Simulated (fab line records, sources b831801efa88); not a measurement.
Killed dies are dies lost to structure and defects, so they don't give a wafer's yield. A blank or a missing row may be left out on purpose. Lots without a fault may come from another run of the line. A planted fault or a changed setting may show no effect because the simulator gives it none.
Tool commonality check | flow gf180mcu | 13 lots, 39 wafers sampled

WHY IT WAS OPENED
At GF_HV_LDD_TW_MEAS_23 the reading HV_LDD_2_TW is flagged on 1 of 13 lots. Wafers without a fault read 1060, standard deviation 5.8.
Rule: a lot is flagged when every wafer of it that has a number lies more than 4 standard deviations from that mean, or none has a number. The other lots count as sound.

lot  | measured     | on            | HV_LDD_2_TW, wafer by wafer | flag
L484 | day 10 16:38 | film_metro-03 | 1065 1062 1061              |
L486 | day 11 11:25 | film_metro-03 | 1060 1059 1053              |
L490 | day 12 13:04 | film_metro-01 | 1056 1047 1047              |
L493 | day 13 18:07 | film_metro-03 | 30 30 30                    | FLAGGED
L494 | day 14 04:02 | film_metro-02 | 1054 1061 1062              |
L497 | day 15 00:29 | film_metro-01 | 1055 1051 1048              |
L498 | day 15 08:26 | film_metro-01 | 1056 1052 1061              |
L500 | day 15 21:31 | film_metro-03 | 1072 1073 1067              |
L502 | day 16 11:17 | film_metro-01 | 1063 1060 1055              |
L503 | day 16 18:32 | film_metro-01 | 1059 1059 1057              |
L504 | day 17 05:16 | film_metro-01 | 1062 1066 1062              |
L505 | day 17 10:55 | film_metro-01 | 1060 1063 1057              |
L507 | day 18 03:10 | film_metro-03 | 1065 1059 1068              |
The numbers of the flagged lots are 30 on average: -1030 against the usual, or -99 or more standard deviations.

WHICH TOOL RAN EACH LOT
The record holds 1 process step before the reading, out of a route of 602 steps. In each cell: the tool, then ch and the chambers that the sampled wafers went through, then the start.
lot  | flag    | GF_HV_LDD_EXPOSE_16
L484 |         | iline_stepper-01 ch 0, day 10 07:19
L486 |         | iline_stepper-01 ch 0, day 11 01:53
L490 |         | iline_stepper-02 ch 0, day 12 03:29
L493 | FLAGGED | iline_stepper-02 ch 0, day 13 07:29
L494 |         | iline_stepper-02 ch 0, day 13 17:44
L497 |         | iline_stepper-02 ch 0, day 14 13:59
L498 |         | iline_stepper-02 ch 0, day 14 21:31
L500 |         | iline_stepper-02 ch 0, day 15 09:31
L502 |         | iline_stepper-02 ch 0, day 16 00:21
L503 |         | iline_stepper-01 ch 0, day 16 06:55
L504 |         | iline_stepper-01 ch 0, day 16 17:14
L505 |         | iline_stepper-02 ch 0, day 16 23:41
L507 |         | iline_stepper-01 ch 0, day 17 15:04
What these steps do:
- GF_HV_LDD_EXPOSE_16: exposes mask Pplus LV AREA, target cd 400 nm.
- GF_HV_LDD_TW_MEAS_23

FLAGGED OVER TOTAL, TOOL BY TOOL (the gauges that took the reading come last)
step                 | tool             | lots run | flagged | share of the flagged lots | sound lots run after its first flagged lot
GF_HV_LDD_EXPOSE_16  | iline_stepper-01 | 5        | 0       | none                      | -
GF_HV_LDD_EXPOSE_16  | iline_stepper-02 | 8        | 1       | all                       | 6 (L494,L497,L498,L500,L502,L505)
GF_HV_LDD_TW_MEAS_23 | film_metro-01    | 7        | 0       | none                      | -
GF_HV_LDD_TW_MEAS_23 | film_metro-02    | 1        | 0       | none                      | -
GF_HV_LDD_TW_MEAS_23 | film_metro-03    | 5        | 1       | all                       | 2 (L500,L507)

WHAT THE TABLE ALLOWS
2 rows of the table ran every flagged lot: iline_stepper-02 at GF_HV_LDD_EXPOSE_16, film_metro-03 at GF_HV_LDD_TW_MEAS_23.
- iline_stepper-02 at GF_HV_LDD_EXPOSE_16: 1 of its 8 lots flagged. Sound lots ran on it after the first flagged one (L494, L497, L498, L500, L502, L505), which a lasting fault on the whole tool wouldn't allow.
- film_metro-03 at GF_HV_LDD_TW_MEAS_23: 1 of its 5 lots flagged. Sound lots ran on it after the first flagged one (L500, L507), which a lasting fault on the whole tool wouldn't allow.
No row of the table ran every flagged lot and no sound lot after the first.

WHAT THE SIMULATOR HAD PUT IN
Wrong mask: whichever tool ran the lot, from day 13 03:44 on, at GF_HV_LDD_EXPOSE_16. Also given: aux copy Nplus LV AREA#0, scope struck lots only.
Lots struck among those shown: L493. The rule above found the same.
